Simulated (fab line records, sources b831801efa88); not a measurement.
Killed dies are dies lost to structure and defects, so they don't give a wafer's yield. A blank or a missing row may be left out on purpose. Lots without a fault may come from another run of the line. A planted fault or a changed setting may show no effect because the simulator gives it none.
Problem report in the 8D (eight disciplines) form, filled by code | flow sfq_line | the parts of the form that need people (team, actions taken, sign-off) are left out

1. THE PROBLEM
run_length_s at SFQ_TRILAYER_L0_VIA_BARC_OPEN_VIA_ETCH_021 reads a mean of 71.8 s on 1 wafer of 1 lot; wafers without a fault read 69.9 s with a standard deviation of 0.4. That is +4.7 standard deviations from the usual mean.
The step: etches BARC in O2, target depth 125 nm, time 41.7 s.
First seen on wafer L580.6, day 10 03:58, on rie_diel-04. The record holds 39 wafers of 13 lots with a number at this step. Rule for "out", or "out of limits": more than 4 standard deviations from the usual mean. The other wafers with a number count as sound.

2. WHAT IT IS AND WHAT IT IS NOT
question                    | is                | is not
which readings at this step | run_length_s      | drypump_motor_current_A
which lots                  | L580              | L570, L573, L574, L575, L576, L583, L588, L589, L590, L591, L592, L593
which wafers of those lots  | L580.6            | L580.2, L580.4
read on which tools         | rie_diel-04       | rie_diel-02, rie_diel-03
when                        | from day 10 03:58 | up to then (17 sound wafers); but 21 sound wafers of L583, L588, L589, L590, L591, L592, L593 came after

3. SUSPECTS, AND WHAT RULES EACH OUT
Counting: a tool at a process step up to the reading stays a suspect if it ran every lot that is out. Sound lots after the first of them don't rule it out here, since some wafers of a struck lot are sound.
- rie_diel-04 at SFQ_TRILAYER_L0_VIA_BARC_OPEN_VIA_ETCH_021 (etches BARC in O2, target depth 125 nm, time 41.7 s): kept. It ran the lot that is out, L580 (day 10 03:58); its last sound lot up to then is L576 (day 9 11:10). Its own readings are out on those wafers: run_length_s.
- Within rie_diel-04 at SFQ_TRILAYER_L0_VIA_BARC_OPEN_VIA_ETCH_021: the wafers that are out ran in chamber 2; their sound lot-mates ran in chambers 0, 3.
Left after counting: rie_diel-04 at SFQ_TRILAYER_L0_VIA_BARC_OPEN_VIA_ETCH_021.

4. THE CAUSE (what the simulator had put in)
Process parameter drift: rie_diel-04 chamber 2, from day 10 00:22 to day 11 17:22, at SFQ_TRILAYER_L0_VIA_BARC_OPEN_VIA_ETCH_021. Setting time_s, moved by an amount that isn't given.
Counting left only this tool.

5. THE CHAIN OF EFFECTS, in route order
Each row: a reading whose mean over the struck wafers that have a number lies more than 3 standard deviations from the usual. Only readings for which the record gives a usual standard deviation are gone through. hours: the time from each lot's start at the first step in this table that gives one to its start at this step, as a median over the lots. sigmas: the change in usual standard deviations.
hours | step                                       | reading        | usual      | on struck wafers | change | sigmas
0     | SFQ_TRILAYER_L0_VIA_BARC_OPEN_VIA_ETCH_021 | oes_product_au | 0.686 a.u. | 0.667            | -0.019 | -3.7
0     | SFQ_TRILAYER_L0_VIA_BARC_OPEN_VIA_ETCH_021 | run_length_s   | 69.9 s     | 71.8             | +1.9   | +4.7
The process steps in it:
- SFQ_TRILAYER_L0_VIA_BARC_OPEN_VIA_ETCH_021: etches BARC in O2, target depth 125 nm, time 41.7 s.

6. WHAT WOULD HAVE CAUGHT IT SOONER
In this record the first reading out of limits was taken at day 10 03:58, 4 hours after the fault began at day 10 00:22.
